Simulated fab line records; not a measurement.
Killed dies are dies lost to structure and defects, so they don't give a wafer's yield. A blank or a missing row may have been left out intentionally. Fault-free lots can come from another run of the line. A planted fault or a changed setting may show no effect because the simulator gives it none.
Shared-tool check | flow gf180mcu | Lots sampled 10, wafers sampled 30

## REASON FOR OPENING
2 of 10 lots carry a flag on the reading V2_W_RS at GF_V2_RS_MEAS_24. No-fault wafers: 0.327 ohm/sq, standard deviation 0.0034.
Rule: a lot is flagged in two cases, either no wafer of it has a number, or all its wafers with numbers fall more than 4 standard deviations from that mean. The rest of the lots are taken to be sound.

lot  | measured     | on            | V2_W_RS (ohm/sq), wafer by wafer | flag
L353 | day 21 12:51 | film_metro-02 | 0.326 0.324 0.328                |
L354 | day 21 23:25 | film_metro-03 | 0.323 0.324 0.326                |
L356 | day 22 18:55 | film_metro-03 | 0.327 0.328 0.331                |
L360 | day 24 07:23 | film_metro-03 | 0.296 0.294 0.297                | FLAGGED
L362 | day 24 21:52 | film_metro-03 | 0.293 0.290 0.291                | FLAGGED
L363 | day 25 03:05 | film_metro-04 | 0.329 0.328 0.322                |
L365 | day 25 20:52 | film_metro-02 | 0.327 0.327 0.323                |
L371 | day 27 13:04 | film_metro-02 | 0.327 0.326 0.327                |
L372 | day 27 22:21 | film_metro-03 | 0.332 0.329 0.330                |
L373 | day 28 02:03 | film_metro-04 | 0.328 0.326 0.330                |
On average the flagged lots' numbers are 0.293 ohm/sq, which is -0.034 ohm/sq against the usual, or -10 standard deviations.

## LOT BY LOT: THE TOOL USED
Before the reading, the record contains 4 process steps out of a 602-step route. Each cell gives the tool, then ch followed by the chambers the sampled wafers passed through, then the start.
lot  | flag    | GF_M2_METAL_ETCH_16               | GF_V2_ETCH_16                      | GF_V2_STRIP_18                       | GF_V2_CVD_23
L353 |         | rie_metal-04 ch 0,1, day 20 10:35 | rie_diel-04 ch 0,3, day 21 11:50   | plasma_asher-04 ch 0,1, day 21 11:59 | cvd_w-01 ch 0,1, day 21 12:44
L354 |         | rie_metal-04 ch 0,1, day 20 21:25 | rie_diel-02 ch 0,1,3, day 21 22:29 | plasma_asher-01 ch 0,1, day 21 22:36 | cvd_w-01 ch 0,1, day 21 23:19
L356 |         | rie_metal-04 ch 0,1, day 21 16:46 | rie_diel-04 ch 0,2,3, day 22 18:02 | plasma_asher-01 ch 0,1, day 22 18:10 | cvd_w-01 ch 0,1, day 22 18:48
L360 | FLAGGED | rie_metal-02 ch 0,1, day 23 06:35 | rie_diel-04 ch 1,2,3, day 24 06:25 | plasma_asher-01 ch 0,1, day 24 06:33 | cvd_w-01 ch 0,1, day 24 07:17
L362 | FLAGGED | rie_metal-01 ch 0,1, day 23 21:31 | rie_diel-02 ch 0,1, day 24 20:55   | plasma_asher-04 ch 0,1, day 24 21:03 | cvd_w-01 ch 0,1, day 24 21:46
L363 |         | rie_metal-01 ch 0,1, day 24 03:01 | rie_diel-02 ch 0,1,2, day 25 02:10 | plasma_asher-04 ch 0,1, day 25 02:18 | cvd_w-02 ch 0,1, day 25 02:58
L365 |         | rie_metal-04 ch 0,1, day 24 20:20 | rie_diel-04 ch 1,2,3, day 25 19:56 | plasma_asher-02 ch 0,1, day 25 20:06 | cvd_w-02 ch 0,1, day 25 20:45
L371 |         | rie_metal-04 ch 1, day 26 14:03   | rie_diel-03 ch 0,1,2, day 27 11:47 | plasma_asher-02 ch 0,1, day 27 11:55 | cvd_w-02 ch 0,1, day 27 12:57
L372 |         | rie_metal-04 ch 1, day 26 23:30   | rie_diel-04 ch 0,2, day 27 21:28   | plasma_asher-01 ch 0,1, day 27 21:36 | cvd_w-01 ch 1, day 27 22:14
L373 |         | rie_metal-04 ch 1, day 27 02:52   | rie_diel-03 ch 0,1, day 28 00:43   | plasma_asher-01 ch 0,1, day 28 00:53 | cvd_w-01 ch 0,1, day 28 01:56
These steps, and what they do:
- GF_M2_METAL_ETCH_16: etches the open film in Cl2/BCl3, stops on SiO2, target depth 627.5 nm, time 104.6 s.
- GF_V2_ETCH_16: etches BARC in N2/H2.
- GF_V2_STRIP_18: strips in O2/N2.
- GF_V2_CVD_23: deposits W, target thk 350 nm, time 104.94 s.
- GF_V2_RS_MEAS_24: measures by four-point-probe.

## FLAGGED AGAINST TOTAL, ONE TOOL AT A TIME (gauges that did the reading follow at the end)
step                | tool            | lots run | flagged | share of the flagged lots | sound lots run after its first flagged lot
GF_M2_METAL_ETCH_16 | rie_metal-01    | 2        | 1       | some                      | 1 (L363)
GF_M2_METAL_ETCH_16 | rie_metal-02    | 1        | 1       | some                      | 0
GF_M2_METAL_ETCH_16 | rie_metal-04    | 7        | 0       | none                      | -
GF_V2_ETCH_16       | rie_diel-02     | 3        | 1       | some                      | 1 (L363)
GF_V2_ETCH_16       | rie_diel-03     | 2        | 0       | none                      | -
GF_V2_ETCH_16       | rie_diel-04     | 5        | 1       | some                      | 2 (L365,L372)
GF_V2_STRIP_18      | plasma_asher-01 | 5        | 1       | some                      | 2 (L372,L373)
GF_V2_STRIP_18      | plasma_asher-02 | 2        | 0       | none                      | -
GF_V2_STRIP_18      | plasma_asher-04 | 3        | 1       | some                      | 1 (L363)
GF_V2_CVD_23        | cvd_w-01        | 7        | 2       | all                       | 2 (L372,L373)
GF_V2_CVD_23        | cvd_w-02        | 3        | 0       | none                      | -
GF_V2_RS_MEAS_24    | film_metro-02   | 3        | 0       | none                      | -
GF_V2_RS_MEAS_24    | film_metro-03   | 5        | 2       | all                       | 1 (L372)
GF_V2_RS_MEAS_24    | film_metro-04   | 2        | 0       | none                      | -

## WHAT IS ALLOWED BY THE TABLE
Every flagged lot went through 2 rows of the table: cvd_w-01 at GF_V2_CVD_23 and film_metro-03 at GF_V2_RS_MEAS_24.
- cvd_w-01 at GF_V2_CVD_23: 2 of its 7 lots flagged. Sound lots followed the first flagged one (L372, L373) on it, something a lasting fault affecting the whole tool could not allow. Its own readings lie more than 4 standard deviations out on every wafer of the flagged lots: chamber_pressure_Torr.
- film_metro-03 at GF_V2_RS_MEAS_24: 2 of its 5 lots flagged. Sound lots followed the first flagged one (L372) on it, something a lasting fault affecting the whole tool could not allow.
There is no row in the table that ran each flagged lot and no sound lot after the first.

## WHAT THE SIMULATOR HAD PUT IN
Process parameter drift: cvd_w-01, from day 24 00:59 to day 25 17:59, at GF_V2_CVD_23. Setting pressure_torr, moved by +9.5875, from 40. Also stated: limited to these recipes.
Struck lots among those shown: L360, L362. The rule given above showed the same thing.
